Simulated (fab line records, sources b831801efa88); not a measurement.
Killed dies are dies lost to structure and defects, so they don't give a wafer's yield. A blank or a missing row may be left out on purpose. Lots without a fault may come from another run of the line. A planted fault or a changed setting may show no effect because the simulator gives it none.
fab line records | flow sky130
record lots=14 wafers=42 last_day=50
route steps=708 shown RES_XHIGH@336 CAP2M@606 VIA4@657 METAL5@675 PAD_OPEN@708
lots that met no fault: from a run of the same line without faults
start_h: hours from the record's first day to the start of the lot's first wafer shown | wait_h: hours since the lot's step before | " the same as in the row above | L1.1+2: a row that stands for several wafers | - no value, or no start given | * or withheld: withheld | < > ~ a bound
route shown NAME@n: a module of which the file shows steps, and the number in the route of the first | usual: mean/standard deviation of fault-free wafers | same: alike in all rows | chamber/n: place in a boat | sites: the reading at each site | _std_site: their standard deviation | _edge_site: outer sites' mean less inner sites' | radius_mm: how far each site lies from the wafer's centre | mask NAME#n: copy n | behind: the tool/chamber that last shaped the wafer | hold: why the lot was held/for how many hours/how that ended | device: the transistor (n, p or np) that didn't switch | end of line: the same wafers' tests at the end of the route | a step without rows: its recipe alone | killed: dies lost to structure and defects at the first sort, not the wafer's yield | map: a wafer's dies, x killed, . not, _ none there
set.NAME: the setting as run; set.NAME@STEP: as run at that earlier step | model.NAME: the simulator's own value behind a step, which no gauge read
steps of the route over a sample of lots; a table a step, a row a wafer
services: from which hour (start_h, from the record's first day; less than 0 if before it) a tool's chamber was out of use, for how many hours, and why
## steps
# step SKY_RES_XHIGH_EXPOSE_04
# recipe mask_id=URPM na=0.6 source_shape=conventional sigma_outer=0.6 polarization=unpolarized target_cd_nm=1270 dose_mj=140
# columns lot.wafer tool chamber start_h wait_h mask
L616.2+4+5 iline_stepper-01 0 594.90 - URPM#0
L618.3+4+6 iline_stepper-01 0 623.52 - URPM#0
L619.1+2+4 iline_stepper-02 0 625.46 - URPM#0
L621.1+4+5 iline_stepper-02 0 648.59 - URPM#0
L623.1+2+4 iline_stepper-01 0 666.06 - URPM#0
L628.2+4+5 iline_stepper-01 0 708.49 - URPM#0
L629.2+3+5 iline_stepper-02 0 710.30 - URPM#0
L631.1+5+6 iline_stepper-01 0 726.62 - URPM#0
L632.2+4+6 iline_stepper-01 0 731.16 - URPM#0
L633.1+5+6 iline_stepper-02 0 743.79 - URPM#0
L634.3+5+6 iline_stepper-02 0 750.10 - URPM#0
L635.2+3+5 iline_stepper-02 0 759.36 - URPM#0
L637.1+4+5 iline_stepper-02 0 782.18 - URPM#0
L638.3+5+6 iline_stepper-02 0 783.25 - URPM#0
# step SKY_CAP2M_RS_MEAS_03
# recipe thk_meas_gauge=four-point-probe reads=TiN_of_CAP2M_SPUTTER_02
# usual CAP2M_TIN_RS=6.91/0.07
# columns lot.wafer tool chamber start_h wait_h CAP2M_TIN_RS[ohm/sq]
L616.2 film_metro-03 - 923.91 0.1 6.98
L616.4 " - " " 6.80
L616.5 " - " " 6.86
L618.3 film_metro-03 - 949.18 0.1 6.96
L618.4 " - " " 6.98
L618.6 " - " " 7.01
L619.1 film_metro-01 - 950.22 0.1 6.86
L619.2 " - " " 6.86
L619.4 " - " " 6.84
L621.1 film_metro-02 - 966.87 0.1 6.84
L621.4 " - " " 6.83
L621.5 " - " " 6.87
L623.1 film_metro-03 - 984.57 0.1 6.92
L623.2 " - " " 6.90
L623.4 " - " " 6.92
L628.2 film_metro-03 - 1019.54 0.1 6.99
L628.4 " - " " 7.03
L628.5 " - " " 6.97
L629.2 film_metro-01 - 1020.23 0.1 6.86
L629.3 " - " " 6.80
L629.5 " - " " 6.92
L631.1 film_metro-02 - 1034.37 0.1 6.91
L631.5 " - " " 6.94
L631.6 " - " " 6.94
L632.2 film_metro-03 - 1038.92 0.1 7.07
L632.4 " - " " 7.05
L632.6 " - " " 7.13
L633.1 film_metro-01 - 1048.68 0.1 6.84
L633.5 " - " " 6.84
L633.6 " - " " 6.79
L634.3 film_metro-02 - 1051.79 0.1 6.94
L634.5 " - " " 6.87
L634.6 " - " " 6.89
L635.2 film_metro-03 - 1061.58 0.1 6.99
L635.3 " - " " 6.93
L635.5 " - " " 6.91
L637.1 film_metro-03 - 1077.79 0.1 6.92
L637.4 " - " " 6.93
L637.5 " - " " 6.89
L638.3 film_metro-03 - 1080.91 0.1 7.00
L638.5 " - " " 6.95
L638.6 " - " " 6.90
# step SKY_VIA4_CVD_18
# recipe material=W target_thk_nm=505 time_s=152.14 temp_c=400 pressure_torr=40
# usual chamber_pressure_Torr=40.00/0.087 heater_power_w=819/33
# columns lot.wafer tool chamber start_h wait_h chamber_pressure_Torr heater_power_w
L616.2 cvd_w-01 1 1000.14 0.0 39.99 778
L616.4 " 0 " " 40.07 830
L616.5 " 1 " " 40.02 765
L618.3 cvd_w-01 1 1022.42 0.1 40.00 789
L618.4 " 0 " " 39.98 824
L618.6 " 1 " " 39.92 792
L619.1 cvd_w-01 0 1023.90 0.0 39.93 844
L619.2 " 1 " " 39.94 774
L619.4 " 0 " " 39.88 853
L621.1 cvd_w-02 0 1038.27 0.0 40.08 838
L621.4 " 0 " " 40.10 874
L621.5 " 0 " " 40.03 856
L623.1 cvd_w-01 1 1056.82 0.0 39.97 777
L623.2 " 0 " " 39.98 835
L623.4 " 0 " " 39.97 845
L628.2 cvd_w-02 1 1087.04 0.0 40.07 790
L628.4 " 1 " " 40.04 804
L628.5 " 0 " " 39.90 841
L629.2 cvd_w-02 1 1088.12 0.0 39.89 785
L629.3 " 1 " " 40.03 797
L629.5 " 1 " " 39.95 825
L631.1 cvd_w-02 1 1100.37 0.0 39.91 812
L631.5 " 0 " " 39.92 836
L631.6 " 1 " " 39.96 814
L632.2 cvd_w-02 1 1105.02 0.0 39.92 784
L632.4 " 0 " " 39.97 854
L632.6 " 0 " " 40.11 865
L633.1 cvd_w-01 0 1114.03 0.0 39.95 841
L633.5 " 1 " " 40.10 799
L633.6 " 0 " " 39.99 865
L634.3 cvd_w-01 1 1116.86 0.1 40.12 788
L634.5 " 1 " " 40.19 791
L634.6 " 0 " " 40.20 854
L635.2 cvd_w-01 0 1125.75 0.0 39.97 855
L635.3 " 1 " " 40.01 786
L635.5 " 0 " " 39.94 833
L637.1 cvd_w-02 1 1139.92 0.0 39.91 826
L637.4 " 0 " " 40.02 849
L637.5 " 0 " " 40.16 870
L638.3 cvd_w-01 1 1142.65 0.1 40.13 785
L638.5 " 0 " " 40.09 846
L638.6 " 1 " " 39.96 783
# step SKY_METAL5_DESCUM_14
# recipe chemistry=O2 source_power_w=150 bias_power_w=0 pressure_mtorr=10 temp_c=40 time_s=11
# usual drypump_motor_current_A=5.8/0.39 oes_product_au=1.005/0.01
# columns lot.wafer tool chamber start_h wait_h drypump_motor_current_A oes_product_au rf_hours_counter_h
L616.2 rie_metal-02 1 1024.40 0.1 5.3 1.010 17
L616.4 " 0 " " 5.9 1.012 -
L616.5 " 1 " " 5.3 1.000 -
L618.3 rie_metal-04 0 1045.12 0.1 6.0 1.009 -
L618.4 " 1 " " 6.6 1.007 -
L618.6 " 1 " " 6.6 1.001 -
L619.1 rie_metal-02 1 1047.36 0.1 5.3 1.005 18
L619.2 " 0 " " 5.9 1.014 10
L619.4 " 0 " " 5.9 1.018 -
L621.1 rie_metal-03 1 1060.51 0.1 5.7 0.991 12
L621.4 " 0 " " 6.1 0.995 -
L621.5 " 1 " " 5.7 1.004 -
L623.1 rie_metal-03 1 1078.71 0.1 5.7 1.002 14
L623.2 " 0 " " 6.1 1.002 23
L623.4 " 1 " " 5.7 1.000 -
L628.2 rie_metal-03 0 1108.00 0.1 6.1 0.992 25
L628.4 " 0 " " 6.1 0.996 -
L628.5 " 0 " " 6.1 0.991 -
L629.2 rie_metal-02 0 1108.46 0.1 5.9 1.010 15
L629.3 " 1 " " 5.3 1.009 -
L629.5 " 1 " " 5.2 1.015 -
L631.1 rie_metal-04 1 1121.05 0.1 6.6 0.990 25
L631.5 " 1 " " 6.6 0.991 -
L631.6 " 0 " " 6.0 1.010 -
L632.2 rie_metal-02 1 1125.76 0.1 5.2 1.016 25
L632.4 " 0 " " 5.9 1.016 -
L632.6 " 0 " " 5.9 1.016 -
L633.1 rie_metal-02 0 1134.91 0.1 5.9 1.020 17
L633.5 " 0 " " 5.9 1.013 -
L633.6 " 1 " " 5.3 1.008 -
L634.3 rie_metal-02 1 1136.57 0.1 5.3 1.008 -
L634.5 " 1 " " 5.3 1.020 -
L634.6 " 0 " " 5.9 1.013 -
L635.2 rie_metal-03 1 1145.42 0.1 5.7 0.994 -
L635.3 " 1 " " 5.7 0.997 -
L635.5 " 1 " " 5.7 0.988 -
L637.1 rie_metal-02 0 1158.81 0.1 5.9 1.002 20
L637.4 " 1 " " 5.3 0.996 -
L637.5 " 0 " " 5.9 1.010 -
L638.3 rie_metal-03 1 1161.18 0.1 5.7 0.997 -
L638.5 " 0 " " 6.1 0.998 -
L638.6 " 1 " " 5.7 0.987 -
# step SKY_PAD_OPEN_PROBE_99
# usual killed_at_M0_to_M3=42/7.7 killed_at_M4_up=3.1/1.9 killed_at_contacts=24/4.9 killed_at_front_end=15/4.6 killed_at_other=0.3/0.51 killed_dies=85/9.9 killed_on_rim=17/4.1 killed_open=47/7.1 killed_short=38/6.7
# same gross_dies=492 killed_at_back_side=0
# columns lot.wafer tool chamber start_h wait_h killed_at_M0_to_M3 killed_at_M4_up killed_at_contacts killed_at_front_end killed_at_other killed_dies killed_on_rim killed_open killed_short
L628.2 prober-01 - 1149.39 0.1 45 3 23 15 6 92 9 53 32
L628.4 prober-01 - 1149.49 0.2 39 2 17 19 6 83 19 46 29
L628.5 prober-01 - 1149.54 0.2 42 2 18 19 6 87 16 49 32
L631.1 prober-02 - 1161.17 0.1 52 2 21 9 3 87 23 38 45
L631.5 prober-02 - 1161.37 0.2 34 4 21 18 4 81 14 43 34
L631.6 prober-02 - 1161.42 0.2 51 1 21 13 5 91 14 41 45
L632.2 prober-01 - 1166.01 0.1 48 2 28 13 6 97 18 46 45
L632.4 prober-01 - 1166.11 0.2 40 3 26 12 4 85 14 47 35
L632.6 prober-01 - 1166.21 0.2 31 1 29 16 7 84 14 41 36
# killed by level:class
L628.2 VIA1:geometric_particle:open=18 CONTACT:geometric_particle:open=8 LI_CONTACT:geometric_particle:open=7 METAL2:geometric_particle:short=7 VIA1:geometric_particle:short=6 RES_XHIGH:overlay=6 FIELD_ISO:geometric_particle:open=5 FIELD_ISO:geometric_particle:short=4
L628.4 VIA1:geometric_particle:open=13 CONTACT:geometric_particle:open=9 RES_XHIGH:overlay=6 FIELD_ISO:geometric_particle:short=5 FIELD_ISO:geometric_particle:open=5 VIA3:geometric_particle:open=5 POLY_GATE:geometric_particle:short=4 LI_CONTACT:geometric_particle:open=4
L628.5 VIA1:geometric_particle:open=13 FIELD_ISO:geometric_particle:short=7 LI_CONTACT:geometric_particle:open=7 FIELD_ISO:geometric_particle:open=6 CONTACT:geometric_particle:open=6 VIA2:geometric_particle:open=6 RES_XHIGH:overlay=6 METAL1:geometric_particle:short=4
L631.1 VIA1:geometric_particle:open=12 CONTACT:geometric_particle:open=11 METAL2:geometric_particle:short=9 VIA1:geometric_particle:short=7 VIA2:geometric_particle:short=7 VIA3:geometric_particle:open=5 LOCAL_INTERCONNECT:geometric_particle:short=4 CONTACT:geometric_particle:short=4
L631.5 VIA1:geometric_particle:open=10 CONTACT:geometric_particle:open=6 METAL3:geometric_particle:short=5 POLY_GATE:geometric_particle:short=4 POLY_GATE:geometric_particle:open=4 LI_CONTACT:geometric_particle:open=4 LOCAL_INTERCONNECT:geometric_particle:short=4 CONTACT:geometric_particle:short=4
L631.6 VIA1:geometric_particle:open=14 METAL2:geometric_particle:short=10 CONTACT:geometric_particle:short=7 CONTACT:geometric_particle:open=6 VIA1:geometric_particle:short=6 RES_XHIGH:overlay=5 LI_CONTACT:geometric_particle:open=4 VIA3:geometric_particle:open=4
L632.2 VIA1:geometric_particle:open=9 VIA3:geometric_particle:open=9 LOCAL_INTERCONNECT:geometric_particle:short=7 CONTACT:geometric_particle:open=7 CONTACT:geometric_particle:short=7 VIA2:geometric_particle:open=7 LI_CONTACT:geometric_particle:open=6 METAL1:geometric_particle:short=6
L632.4 CONTACT:geometric_particle:open=11 VIA1:geometric_particle:open=9 POLY_GATE:geometric_particle:open=6 LI_CONTACT:geometric_particle:open=5 LOCAL_INTERCONNECT:geometric_particle:short=5 METAL1:geometric_particle:short=5 METAL2:geometric_particle:short=5 VIA3:geometric_particle:open=5
L632.6 CONTACT:geometric_particle:open=10 VIA1:geometric_particle:open=10 CONTACT:geometric_particle:short=8 VIA3:geometric_particle:open=8 RES_XHIGH:overlay=7 FIELD_ISO:geometric_particle:open=5 VIA1:geometric_particle:short=5 LI_CONTACT:geometric_particle:open=4
## services
# columns tool chamber start_h hours kind
cvd_w-01 - 589.51 0.3 repair
cvd_w-02 1 609.24 17.6 repair
rie_metal-02 1 663.02 5.4 repair
rie_metal-02 0 667.03 7.1 repair
iline_stepper-01 - 675.77 1.7 pm
iline_stepper-02 - 684.03 1.7 pm
rie_metal-02 1 714.11 1.0 repair
cvd_w-02 0 715.05 3.9 repair
cvd_w-02 - 850.45 0.5 repair
iline_stepper-01 - 893.95 1.7 pm
iline_stepper-02 - 902.21 1.7 pm
cvd_w-02 - 904.00 14.0 pm
cvd_w-01 1 949.46 4.0 repair
rie_metal-02 - 966.62 2.8 pm
rie_metal-03 1 976.72 4.6 repair
cvd_w-02 - 997.43 2.8 pm
cvd_w-02 - 1039.56 0.3 repair
iline_stepper-02 - 1070.16 5.0 repair
cvd_w-02 1 1088.42 6.9 repair
cvd_w-01 - 1107.32 3.8 pm
iline_stepper-01 - 1112.13 1.7 pm
iline_stepper-02 - 1120.39 1.7 pm
iline_stepper-01 - 1129.16 2.1 pm
cvd_w-02 1 1148.82 23.4 repair
## key
first_sign step=SKY_PAD_OPEN_PROBE_99 reading=killed_at_other direction=up sigmas=4.9 usual=0.3 struck=5.2
effect none on later readings
met_at SKY_RES_XHIGH_EXPOSE_04
struck_lots L628,L631,L632
tester_left_out L628,L631,L632
not_acting_at SKY_CAP2M_RS_MEAS_03,SKY_VIA4_CVD_18,SKY_METAL5_DESCUM_14
onset_between 666.06 708.49
fault kind=scanner_matching_overlay tool=iline_stepper-01 chamber=- onset_h=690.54 steps=SKY_RES_XHIGH_EXPOSE_04 offset=229.74
# tester_left_out: of these lots the tester's yield and bins aren't shown, on N5 and GAA mostly nor the transistor test; their killed dies are dies lost to structure and defects alone, not to doping, threshold or leakage, so they don't give the yield
